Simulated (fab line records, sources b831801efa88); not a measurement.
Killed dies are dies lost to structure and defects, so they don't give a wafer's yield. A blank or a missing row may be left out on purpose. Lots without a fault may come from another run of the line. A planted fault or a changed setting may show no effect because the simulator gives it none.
Problem report in the 8D (eight disciplines) form, filled by code | flow gf180mcu | the parts of the form that need people (team, actions taken, sign-off) are left out

1. THE PROBLEM
spin_speed_rpm at GF_HV_LDD_COAT_26 reads a mean of 3090.2 rpm on 6 wafers of 2 lots; wafers without a fault read 3000.2 rpm with a standard deviation of 2.1. That is +43 standard deviations from the usual mean.
The step: resist thk 1000 nm.
First seen on wafer L754.1, day 16 08:39, on litho_track-04. The record holds 36 wafers of 12 lots with a number at this step. Rule for "out", or "out of limits": more than 4 standard deviations from the usual mean. The other wafers with a number count as sound.

2. WHAT IT IS AND WHAT IT IS NOT
question                    | is                     | is not
which readings at this step | spin_speed_rpm         | -
which lots                  | L754, L756             | L738, L739, L740, L748, L749, L751, L752, L753, L755, L761
which wafers of those lots  | all that have a number | -
read on which tools         | litho_track-04         | litho_track-02, litho_track-03
when                        | from day 16 08:39      | up to then (24 sound wafers); but 6 sound wafers of L755, L761 came after

3. SUSPECTS, AND WHAT RULES EACH OUT
Counting: a tool at a process step up to the reading stays a suspect if it ran every lot that is out and no sound lot after the first of them.
- litho_track-04 at GF_HV_LDD_COAT_26 (resist thk 1000 nm): kept. It ran every lot that is out, first L754 (day 16 08:39), and no sound lot after that; its last sound lot up to then is L751 (day 15 08:24). Its own readings are out on those wafers: spin_speed_rpm.
Left after counting: litho_track-04 at GF_HV_LDD_COAT_26.

4. THE CAUSE (what the simulator had put in)
Process parameter drift: litho_track-04, from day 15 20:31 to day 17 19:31, at GF_HV_LDD_COAT_26. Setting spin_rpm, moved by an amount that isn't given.
Counting left only this tool.

5. THE CHAIN OF EFFECTS, in route order
Each row: a reading whose mean over the struck wafers that have a number lies more than 3 standard deviations from the usual. Only readings for which the record gives a usual standard deviation are gone through. hours: the time from each lot's start at the first step in this table that gives one to its start at this step, as a median over the lots. sigmas: the change in usual standard deviations.
hours | step               | reading                  | usual      | on struck wafers | change | sigmas
0     | GF_HV_LDD_COAT_26  | spin_speed_rpm           | 3000.2 rpm | 3090.2           | +90.1  | +43
12    | GF_HV_LDD_STRIP_37 | strip_time_to_endpoint_s | 12.65 s    | 12.48            | -0.17  | -5.2
The process steps in it:
- GF_HV_LDD_COAT_26: resist thk 1000 nm.
- GF_HV_LDD_STRIP_37: strips in O2/N2.
Later measuring or inspecting steps at which every struck wafer that the step has a row for has a number for every such reading, and none has moved that far: GF_CONTACT_THK_MEAS_26, GF_M1_RS_MEAS_05.

6. WHAT WOULD HAVE CAUGHT IT SOONER
In this record the first reading out of limits was taken at day 16 08:39, 12 hours after the fault began at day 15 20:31.
